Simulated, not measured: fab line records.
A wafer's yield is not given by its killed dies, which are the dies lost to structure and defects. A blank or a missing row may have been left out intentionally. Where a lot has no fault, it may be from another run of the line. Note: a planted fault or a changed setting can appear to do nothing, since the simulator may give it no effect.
One fault through the eyes of 2 desks :: flow gf180mcu :: only its own numbers are on each desk; what lay behind them is given at the end

## METROLOGY DESK
Means of the sampled wafers that have a number, per lot and without regard to the tool the lot ran on: this is what the gauges read. The brackets show how far a lot's mean lies from the usual mean; more than 4 standard deviations puts the lot out of limits, marked OUT.
Columns: A = cd nm at GF_HV_LDD_CD_MEAS_07, usual 399.9 nm; B = HV_LDD_01_OVL at GF_HV_LDD_OVL_MEAS_20, usual -0.4 nm; C = HV_LDD_4_TW at GF_HV_LDD_TW_MEAS_50, usual 575.6
lot: L524
first seen here: day 10 00:14
A: 400.8
B: 1.2
C: 575.4

lot: L525
first seen here: day 10 05:17
A: 401.8
B: -0.0
C: 573.1

lot: L526
first seen here: day 10 21:23
A: 397.5
B: 0.4
C: 578.1

lot: L528
first seen here: day 11 04:35
A: 401.6
B: -0.3
C: 577.8

lot: L527
first seen here: day 11 06:44
A: 403.8
B: 1.4
C: 575.4

lot: L530
first seen here: day 11 21:47
A: 403.2
B: 1.0
C: 571.8

lot: L531
first seen here: day 12 06:07
A: 398.9
B: -2.5
C: 576.3

lot: L532
first seen here: day 12 11:16
A: 394.1
B: -1.1
C: 574.4

lot: L533
first seen here: day 12 15:10
A: 400.5
B: 1.5
C: 575.7

lot: L537
first seen here: day 13 23:04
A: 400.4
B: -0.3
C: 573.7

lot: L539
first seen here: day 14 17:09
A: 397.5
B: -0.8
C: 578.5

lot: L538
first seen here: day 14 17:55
A: 397.9
B: 1.4
C: 575.1

lot: L540
first seen here: day 14 23:43
A: 399.9
B: -1.8
C: 578.1

lot: L547
first seen here: day 16 21:35
A: 401.1
B: -2.1
C: 573.1
This desk's verdict: no lot among the 14 shows anything out of limits.

## AT THE TOOL OWNER'S DESK: litho track-04
The tool's own readings at GF_HV_LDD_COAT_26 (resist thk 1000 nm): means of the sampled wafers that have a number, for each lot that ran on this tool. The brackets show how far a lot's mean lies from the usual mean; more than 4 standard deviations puts the lot out of limits, marked OUT.
Columns: A = dispense pressure kPa at GF_HV_LDD_COAT_26, usual 44 kPa
lot: L528
first seen here: day 12 09:43
A: 43

lot: L530
first seen here: day 13 02:58
A: 43

lot: L532
first seen here: day 13 17:07
A: 43

lot: L533
first seen here: day 13 20:51
A: 43

lot: L537
first seen here: day 15 07:00
A: 43

lot: L539
first seen here: day 16 02:21
A: 43

lot: L538
first seen here: day 16 03:15
A: 43

lot: L540
first seen here: day 16 08:31
A: 43
This desk's verdict: no lot among the 8 shows anything out of limits.

## TAKEN TOGETHER
From the metrology desk's view, nothing was out of limits.
The tool owner's desk saw nothing out of limits.

## WHAT THE SIMULATOR HAD INSERTED
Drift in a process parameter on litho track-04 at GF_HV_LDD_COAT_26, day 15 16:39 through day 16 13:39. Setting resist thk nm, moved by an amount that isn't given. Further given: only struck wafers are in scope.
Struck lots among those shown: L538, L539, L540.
